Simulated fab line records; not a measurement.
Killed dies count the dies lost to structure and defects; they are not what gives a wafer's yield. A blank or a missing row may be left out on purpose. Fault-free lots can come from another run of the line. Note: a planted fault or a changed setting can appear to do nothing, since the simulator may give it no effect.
Which tool is to blame?    flow gf180mcu    Sampling: 7 lots, 20 wafers, 2 of 602 route steps

WHAT THE GAUGES READ, wafer by wafer
GF_VT_IMPLANT_RS_MEAS_47: a four-point-probe measurement.
lot   measured      on             NWELL_RS (ohm/sq)
L843  day 8 03:02   film metro-04  488.1 487.1 488.0
L845  day 8 15:16   film metro-03  487.7 489.8 487.6
L848  day 9 10:58   film metro-02  488.1 488.1 488.2
L854  day 11 08:23  film metro-04  487.5 513.5
L857  day 12 00:34  film metro-02  489.0 488.3 488.5
L860  day 12 22:23  film metro-04  490.4 488.7 489.2
L863  day 13 14:43  film metro-02  486.2 487.6 486.5

TOOL THAT RAN EACH LOT (tool first, then ch and the chambers of the sampled wafers, then the start)
lot   GF_NWELL_IMPLANT_08
L843  implanter-03 ch 0, day 3 18:23
L845  implanter-02 ch 0, day 4 05:14
L848  implanter-01 ch 0, day 4 19:48
L854  implanter-01 ch 0, day 6 08:38
L857  implanter-02 ch 0, day 6 21:31
L860  implanter-03 ch 0, day 7 15:22
L863  implanter-02 ch 0, day 8 07:56
- GF_NWELL_IMPLANT_08

THE ANSWER, worked out from the rows above alone
Rule: the lots themselves supply what counts as usual. Put in order of their means at a reading, lots are off if they are a third of the lots or fewer, leave a main group of 4 or more, and stand apart from it by a gap of 3 or more times the standard deviation of the main group's means; of several such gaps the widest counts. If all means in a main group match to the digits the tables above print for the reading, that group is not used. Also off: a lot with no number at a reading for which 4 or more lots have one. All remaining lots with rows at the step are treated as sound.
Off: at GF_VT_IMPLANT_RS_MEAS_47 (NWELL_RS), L854. The main group: mean 488.2 ohm/sq, standard deviation 0.81.
If a tool, at a process step before that reading, ran all the lots that are off and no sound lot after the first of them, it fits. Those tools and the gauges at GF_VT_IMPLANT_RS_MEAS_47 are tried in the same way. One candidate fits, namely implanter-01 at GF_NWELL_IMPLANT_08. Its last sound lot is L848 (day 4 19:48), its first lot that is off L854 (day 6 08:38): a fault that began between those two fits.

WHAT HAD BEEN PUT IN BY THE SIMULATOR
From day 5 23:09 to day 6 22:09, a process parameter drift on implanter-01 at GF_NWELL_IMPLANT_08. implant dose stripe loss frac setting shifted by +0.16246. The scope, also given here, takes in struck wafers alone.
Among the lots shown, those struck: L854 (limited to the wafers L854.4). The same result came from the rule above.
